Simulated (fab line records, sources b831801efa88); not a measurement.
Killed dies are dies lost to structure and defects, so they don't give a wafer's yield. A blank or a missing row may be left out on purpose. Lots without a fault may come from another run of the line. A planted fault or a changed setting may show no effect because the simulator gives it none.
Problem report in the 8D (eight disciplines) form, filled by code | flow sky130 | the parts of the form that need people (team, actions taken, sign-off) are left out

1. THE PROBLEM
CONTACT_W_RS at SKY_CONTACT_RS_MEAS_25 reads a mean of 0.480 ohm/sq on 2 wafers of 2 lots; wafers without a fault read 0.337 ohm/sq with a standard deviation of 0.0063. That is +23 standard deviations from the usual mean.
The step: measures by four-point-probe.
First seen on wafer L281.5, day 36 07:05, on film_metro-03. The record holds 33 wafers of 11 lots with a number at this step. Rule for "out", or "out of limits": more than 4 standard deviations from the usual mean. The other wafers with a number count as sound.

2. WHAT IT IS AND WHAT IT IS NOT
question                    | is                           | is not
which readings at this step | CONTACT_W_RS                 | -
which lots                  | L280, L281                   | L269, L270, L271, L272, L274, L276, L278, L283, L289
which wafers of those lots  | L280.5, L281.5               | L280.1, L280.2, L281.1, L281.4
read on which gauges        | film_metro-02, film_metro-03 | film_metro-04
when                        | from day 36 07:05            | up to then (23 sound wafers); but 8 sound wafers of L280, L283, L289 came after

3. SUSPECTS, AND WHAT RULES EACH OUT
Counting: a tool at a process step up to the reading stays a suspect if it ran every lot that is out. Sound lots after the first of them don't rule it out here, since some wafers of a struck lot are sound.
- the gauge at SKY_CONTACT_RS_MEAS_25: ruled out. The wafers that are out were read on 2 gauges (film_metro-02, film_metro-03).
- cvd_w-01 at SKY_CONTACT_CVD_24 (deposits W, target thk 340 nm, time 102.12 s): kept. It ran every lot that is out, first L281 (day 36 06:59); its last sound lot up to then is L278 (day 35 21:53).
Left after counting: cvd_w-01 at SKY_CONTACT_CVD_24.

4. THE CAUSE (what the simulator had put in)
Process parameter drift: cvd_w-01, from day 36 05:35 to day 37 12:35, at SKY_CONTACT_CVD_24. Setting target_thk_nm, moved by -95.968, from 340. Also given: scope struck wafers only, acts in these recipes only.
Counting left only this tool.

5. THE CHAIN OF EFFECTS, in route order
Each row: a reading whose mean over the struck wafers that have a number lies more than 3 standard deviations from the usual. Only readings for which the record gives a usual standard deviation are gone through. hours: the time from each lot's start at the first step in this table that gives one to its start at this step, as a median over the lots. sigmas: the change in usual standard deviations.
hours | step                    | reading            | usual        | on struck wafers | change | sigmas
0     | SKY_CONTACT_RS_MEAS_25  | CONTACT_W_RS       | 0.337 ohm/sq | 0.480            | +0.143 | +23
3     | SKY_CONTACT_THK_MEAS_26 | CONTACT_W_THK      | 335 nm       | 236              | -100   | -15
6     | SKY_CONTACT_CMP_27      | time_to_endpoint_s | 82 s         | 56               | -26    | -6.7
The process steps in it:
- SKY_CONTACT_CMP_27: polishes, stops on SiO2, t overpolish 15 s, target thk 0 nm.
Later measuring or inspecting steps at which every struck wafer that the step has a row for has a number for every such reading, and none has moved that far: SKY_VIA1_OVL_MEAS_13.

6. WHAT WOULD HAVE CAUGHT IT SOONER
In this record the first reading out of limits at a measuring or inspecting step was taken at day 36 07:05, 2 hours after the fault began at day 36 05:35.
Of the tool readings at SKY_CONTACT_CVD_24 for which the record gives a usual standard deviation, none was out on any struck wafer, so an alarm limit of 4 standard deviations on them would not have fired.
Of the lots that are out (2), L280 began SKY_CONTACT_CVD_24 on cvd_w-01 after day 36 07:05. A hold on the tool at that time would have spared it.
